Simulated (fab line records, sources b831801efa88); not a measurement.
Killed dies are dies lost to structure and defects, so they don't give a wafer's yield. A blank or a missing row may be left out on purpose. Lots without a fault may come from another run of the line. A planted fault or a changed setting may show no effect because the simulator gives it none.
One fault seen from 2 desks | flow sky130 | each desk has only its own numbers; what lay behind them comes last

THE METROLOGY DESK
What the gauges read, lot by lot, whatever tool the lot ran on: means of the sampled wafers that have a number. A lot is out of limits, marked OUT, if its mean lies more than 4 standard deviations from the usual mean; the brackets give that distance.
Columns: A = NWELL_TW at SKY_NWELL_TW_MEAS_15, usual 1816; B = NWELL_RS at SKY_NWELL_RS_MEAS_29, usual 625.6 ohm/sq; C = CONTACT_CVD_00_THK at SKY_CONTACT_THK_MEAS_01, usual 75.0 nm; D = cd_nm at SKY_METAL1_CD_MEAS_15, usual 139.9 nm; E = METAL1_OVL at SKY_METAL1_OVL_MEAS_16, usual 5 nm
lot  | first seen here | A               | B               | C    | D     | E
L886 | day 5 08:13     | 1826            | 624.5           | 75.0 | 139.3 | 4
L887 | day 5 08:14     | 1846            | 624.2           | 75.1 | 141.5 | 8
L888 | day 5 15:47     | 1840            | 622.4           | 76.0 | 139.6 | -4
L889 | day 5 18:52     | 1839            | 624.8           | 75.7 | 139.8 | 4
L890 | day 5 21:42     | 1813            | 622.7           | 74.3 | 139.6 | 6
L891 | day 5 23:04     | 1815            | 624.8           | 75.6 | 137.2 | -5
L892 | day 6 08:29     | 1788            | 627.2           | 74.7 | 138.5 | 4
L893 | day 6 09:09     | 1793            | 623.8           | 75.7 | 138.3 | 7
L894 | day 6 19:19     | 1835            | 626.0           | 74.5 | 138.7 | 7
L898 | day 7 11:48     | 1826            | 625.8           | 75.5 | 138.9 | 3
L900 | day 7 22:44     | 1886 (+4.1) OUT | 579.7 (-24) OUT | 73.7 | 139.7 | 8
L901 | day 8 06:52     | 1874            | 583.5 (-22) OUT | 75.5 | 140.8 | 4
L903 | day 8 16:00     | 1798            | 626.0           | 75.4 | 143.2 | 6
This desk's finding: out of limits on L900, L901; first on L900, day 7 22:44 (NWELL_TW at SKY_NWELL_TW_MEAS_15). In limits: L886, L887, L888, L889, L890, L891, L892, L893, L894, L898, L903.

THE TOOL OWNER'S DESK: implanter-01
The tool's own readings at SKY_NWELL_IMPLANT_11: means of the sampled wafers that have a number, for each lot that ran on this tool. A lot is out of limits, marked OUT, if its mean lies more than 4 standard deviations from the usual mean; the brackets give that distance.
Columns: A = dose_ions_cm2 at SKY_NWELL_IMPLANT_11, usual 1.8997e+13; B = faraday_current_uA at SKY_NWELL_IMPLANT_11, usual 107.2
lot  | first seen here | A                            | B
L889 | day 5 18:19     | 1.8979e+13                   | 106.6
L890 | day 5 21:10     | 1.8997e+13                   | 105.9
L900 | day 7 22:11     | 2.1723e+13 (+99 or more) OUT | 121.9 (+6.7) OUT
L901 | day 8 06:20     | 2.1700e+13 (+99 or more) OUT | 123.7 (+7.5) OUT
This desk's finding: out of limits on L900, L901; first on L900, day 7 22:11 (dose_ions_cm2 at SKY_NWELL_IMPLANT_11). In limits: L889, L890.

PUT TOGETHER
The tool owner's desk could have raised an alarm at day 7 22:11, on L900, L901.
The metrology desk could have raised an alarm at day 7 22:44, on L900, L901.
Of the lots named, all ran SKY_NWELL_IMPLANT_11 on implanter-01.

WHAT THE SIMULATOR HAD PUT IN
Process parameter drift: implanter-01, from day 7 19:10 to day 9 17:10, at SKY_NWELL_IMPLANT_11. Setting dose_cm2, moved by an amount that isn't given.
Lots struck among those shown: L900, L901.
Hours from the fault's start to each desk's first reading out of limits: the tool owner's desk, 3; the metrology desk, 4.
